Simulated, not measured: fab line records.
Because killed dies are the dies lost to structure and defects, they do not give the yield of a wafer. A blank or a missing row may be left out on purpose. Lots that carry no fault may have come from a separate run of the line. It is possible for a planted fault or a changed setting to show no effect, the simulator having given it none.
Matching of chambers | flow gf180mcu | GF_V1_CMP_04 on cmp-01 has 4 sister chambers
The step polishes SiO2. 8 wafers are shown with their chamber, then 6 later ones without.

## WAFERS PAIRED WITH THEIR CHAMBERS
wafer  | chamber | motor current A (A) | time to endpoint s (s)
L137.3 | 0       | 11.4                | 82
L139.1 | 2       | 10.8                | 74
L139.4 | 3       | 11.5                | 78
L151.1 | 2       | 10.0                | 76
L151.2 | 0       | 11.9                | 84
L152.2 | 3       | 11.7                | 76
L152.3 | 1       | 12.5                | 74
L152.5 | 1       | 12.7                | 80

## WAFERS WHOSE CHAMBER IS MISSING
wafer  | motor current A (A) | time to endpoint s (s)
L155.1 | 12.5                | 80
L155.4 | 12.8                | 89
L155.5 | 11.2                | 82
L159.3 | 11.8                | 76
L159.4 | 12.2                | 83
L159.5 | 11.7                | 94

## CHAMBER TAKEN BY EACH
wafer  | from the rows above          | in truth
L155.1 | can't be placed: 1 or 0 or 3 | 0
L155.4 | can't be placed: 0 or 1 or 3 | 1
L155.5 | can't be placed: 0 or 3      | 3
L159.3 | can't be placed: 3 or 1      | 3
L159.4 | can't be placed: 0 or 1 or 3 | 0
L159.5 | 0                            | 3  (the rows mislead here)
Correctly placed: 0 of 6. These rows do not allow placing 5 (true chamber among the candidates in 5). Number placed wrongly: 1.
How it was worked out, from the rows above alone: a wafer's distance from a chamber is the root of the sum, over the readings, of the square of ((its reading less the chamber's mean) divided by the reading's scatter). If the next closest chamber is less than 2 further off than the closest, the wafer can't be placed; otherwise it belongs to the closest. For every chamber, the mean is computed from those of its wafers that are shown. The scatter: take each reading less its chamber's mean, square it, sum over the shown wafers, divide by the number of wafers less the number of chambers, and take the root.
